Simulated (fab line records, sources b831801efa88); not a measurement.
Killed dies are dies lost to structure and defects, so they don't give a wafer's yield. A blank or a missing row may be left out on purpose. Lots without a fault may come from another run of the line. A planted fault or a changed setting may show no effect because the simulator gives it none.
A struck lot beside a sound one | flow sfq_line | 42 steps out of a route of 325
Sound: wafers L960.1, L960.3, L960.5. Struck: wafers L973.1, L973.5, L973.6. The cause comes at the end.
At each step with rows: each side's tool, then ch and its chambers, then its first start. Under that, the readings that differ: sound wafers | struck wafers | difference of the means | sigmas: that difference in standard deviations of wafers without a fault.
alike: readings whose means differ by less than 2 such deviations, and words and numbers that are the same on both sides. not compared: withheld readings, readings that some wafer has no value for, bounds like >300 that may hide the same value, and numbers for which the record gives no deviation and whose values overlap.
The two part at a step that has a row with sigmas, a row that says differs or no value, or rows on one side only. Numbers that don't overlap but have no deviation are shown without sigmas and don't part them. A reading that every wafer of one side lacks parts them only if that side has two wafers or more.

first, 6 steps without rows for these wafers: SFQ_TRILAYER_I0_VIA_LITHO_COAT_036 (resist thk 62 nm); SFQ_TRILAYER_I0_VIA_LITHO_COAT_031 (resist thk 650 nm); SFQ_TRILAYER_I0_VIA_LITHO_SOFTBAKE_035; SFQ_TRILAYER_I0_VIA_LITHO_EXPOSE_032 (exposes mask I0, target cd 500 nm); SFQ_TRILAYER_I0_VIA_LITHO_PEB_034 (peb time 60 s); SFQ_TRILAYER_I0_VIA_LITHO_DEVELOP_033 (time 60 s).
SFQ_I0_OVL_MEAS_908:
  sound on overlay-01, day 18 18:46; struck on overlay-01, day 24 15:06
  alike: I0_OVL
SFQ_TRILAYER_I0_VIA_BARC_OPEN_VIA_ETCH_046: etches BARC in O2, target depth 125 nm, time 41.7 s.
  sound on rie_diel-02 ch 0,1,2, day 18 18:49; struck on rie_diel-02 ch 0,3, day 24 15:08
  alike: drypump_motor_current_A, oes_product_au
  not compared: rf_hours_counter_h
then, 1 step without rows for these wafers: SFQ_TRILAYER_I0_VIA_ETCH_VIA_ETCH_034 (etches SiO2 in CHF3, stops on Nb, target depth 260 nm).
SFQ_TRILAYER_I0_VIA_STRIP_STRIP_035: strips in O2.
  sound on rie_metal-03 ch 0, day 18 18:58; struck on rie_metal-01 ch 0, day 24 15:17
  alike: drypump_motor_current_A, oes_product_au
  not compared: rf_hours_counter_h
then, 2 steps without rows for these wafers: SFQ_TRILAYER_I0_VIA_STRIP_SOLV_CLEAN_036 (cleans in NMP, time 600 s); SFQ_TRILAYER_M1_DEP_PRE_CLEAN_038 (time 22.5 s).
SFQ_TRILAYER_M1_DEP_SPUTTER_037: material Nb, target thk 200 nm, time 133.3 s.
  sound on pvd_sputter-03, day 18 20:22; struck on pvd_sputter-04, day 24 16:41
  reading                                             | sound                | struck               | difference | sigmas
  cathode_dc_power_W (W)                              | 1999.6 2000.6 2000.0 | 2519.2 2518.9 2519.7 | +519.2     | +99 or more
  model.Nb_of_TRILAYER_M1_DEP_SPUTTER_037.thk_nm (nm) | 204.2 204 202.7      | 252.7 254.2 252.4    | +49.5      |
  alike: resputter_cathode_voltage_v, throttle_valve_pct
SFQ_M1_RS_MEAS_909: measures by four-point-probe.
  sound on film_metro-01, day 18 20:28; struck on film_metro-04, day 24 16:47
  reading           | sound             | struck            | difference | sigmas
  M1_NB_RS (ohm/sq) | 0.871 0.873 0.877 | 0.703 0.697 0.703 | -0.173     | -18
then, 6 steps without rows for these wafers: SFQ_TRILAYER_M1_LITHO_COAT_044 (resist thk 62 nm); SFQ_TRILAYER_M1_LITHO_COAT_039 (resist thk 600 nm); SFQ_TRILAYER_M1_LITHO_SOFTBAKE_043; SFQ_TRILAYER_M1_LITHO_EXPOSE_040 (exposes mask M1, target cd 500 nm); SFQ_TRILAYER_M1_LITHO_PEB_042 (peb time 60 s); SFQ_TRILAYER_M1_LITHO_DEVELOP_041 (time 60 s).
-- the record jumps here: 7 days lie between the struck wafers' starts before and after --
SFQ_M1_OVL_MEAS_911:
  sound on overlay-02, day 25 12:49; struck on overlay-02, day 31 10:10
  reading     | sound   | struck | difference | sigmas
  M1_OVL (nm) | -4 1 -4 | 4 9 8  | +9         | +2
SFQ_TRILAYER_M1_BARC_OPEN_METAL_ETCH_054: etches BARC in O2, target depth 125 nm, time 41.7 s.
  sound on rie_metal-03 ch 1, day 25 12:52; struck on rie_metal-04 ch 0,1, day 31 10:12
  reading                     | sound       | struck      | difference | sigmas
  drypump_motor_current_A (A) | 5.3 5.3 5.3 | 6.7 6.1 6.7 | +1.2       | +3
  alike: oes_product_au
  not compared: rf_hours_counter_h
SFQ_TRILAYER_M1_ETCH_METAL_ETCH_042: etches Nb in Cl2/Ar, stops on SiO2, target depth 240 nm, time 120 s.
  sound on rie_metal-03 ch 1, day 25 12:55; struck on rie_metal-04 ch 0,1, day 31 10:16
  reading                     | sound             | struck            | difference | sigmas
  drypump_motor_current_A (A) | 5.2 5.2 5.3       | 6.7 6.1 6.7       | +1.3       | +3
  oes_product_au (a.u.)       | 0.909 0.906 0.898 | 1.003 0.999 0.989 | +0.093     | +13
  not compared: rf_hours_counter_h
then, 3 steps without rows for these wafers: SFQ_TRILAYER_M1_STRIP_STRIP_043 (strips in O2); SFQ_TRILAYER_M1_STRIP_SOLV_CLEAN_044 (cleans in NMP, time 600 s); SFQ_TRILAYER_I1_DEP_PECVD_045 (deposits SiO2 from SiH4/N2O, time 111.11 s, target thk 500 nm).
SFQ_TRILAYER_I1_CMP_CMP_046: polishes SiO2.
  sound on cmp-01 ch 0,1,2, day 25 14:54; struck on cmp-02 ch 0,1,3, day 31 18:14
  alike: head_pressure_psi, motor_current_A, time_to_endpoint_s
SFQ_I1_BOW_MEAS_912:
  sound on film_metro-03, day 25 16:54; struck on film_metro-04, day 31 19:44
  alike: I1_BOW
then, 7 steps without rows for these wafers: SFQ_TRILAYER_I1_METRO_MEASURE_047; SFQ_TRILAYER_I1_VIA_LITHO_COAT_054 (resist thk 62 nm); SFQ_TRILAYER_I1_VIA_LITHO_COAT_049 (resist thk 650 nm); SFQ_TRILAYER_I1_VIA_LITHO_SOFTBAKE_053; SFQ_TRILAYER_I1_VIA_LITHO_EXPOSE_050 (exposes mask I1, target cd 500 nm); SFQ_TRILAYER_I1_VIA_LITHO_PEB_052 (peb time 60 s); SFQ_TRILAYER_I1_VIA_LITHO_DEVELOP_051 (time 60 s).
-- the record jumps here: 7 days lie between the struck wafers' starts before and after --
SFQ_I1_OVL_MEAS_913:
  sound on overlay-01, day 32 20:06; struck on overlay-02, day 38 07:53
  alike: I1_OVL
then, 2 steps without rows for these wafers: SFQ_TRILAYER_I1_VIA_BARC_OPEN_VIA_ETCH_071 (etches BARC in O2, target depth 125 nm, time 41.7 s); SFQ_TRILAYER_I1_VIA_ETCH_VIA_ETCH_052 (etches SiO2 in CHF3, stops on Nb, target depth 260 nm).
SFQ_TRILAYER_I1_VIA_STRIP_STRIP_053: strips in O2.
  sound on rie_metal-02 ch 0,1, day 32 20:17; struck on rie_metal-04 ch 0,1, day 38 08:05
  alike: drypump_motor_current_A, oes_product_au
  not compared: rf_hours_counter_h
then, 2 steps without rows for these wafers: SFQ_TRILAYER_I1_VIA_STRIP_SOLV_CLEAN_054 (cleans in NMP, time 600 s); SFQ_TRILAYER_M2_DEP_PRE_CLEAN_056 (time 22.5 s).
-- the record jumps here: 59 days lie between the struck wafers' starts before and after --
SFQ_M8_BOW_MEAS_951:
  sound on film_metro-02, day 86 23:26; struck on film_metro-01, day 96 23:00
  reading                       | sound                | struck               | difference | sigmas
  model.etest.m1.comb_log10_ohm | 12 12 12             | 0 0 0                | -12        |
  model.etest.m1.ohm_sq         | 0.8713 0.8718 0.8774 | 0.7038 0.6997 0.7048 | -0.1707    |
  alike: M8_BOW

WHERE THEY PART
First at SFQ_TRILAYER_M1_DEP_SPUTTER_037; last, within this record, at SFQ_TRILAYER_M1_ETCH_METAL_ETCH_042. Later steps at which nothing parts them and some readings are alike: SFQ_TRILAYER_I1_CMP_CMP_046, SFQ_I1_BOW_MEAS_912, SFQ_I1_OVL_MEAS_913, SFQ_TRILAYER_I1_VIA_STRIP_STRIP_053, SFQ_M8_BOW_MEAS_951.

WHY: what the simulator had put in
Process parameter drift: pvd_sputter-04, from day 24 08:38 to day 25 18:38, at SFQ_TRILAYER_M1_DEP_SPUTTER_037. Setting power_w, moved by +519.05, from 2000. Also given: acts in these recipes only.
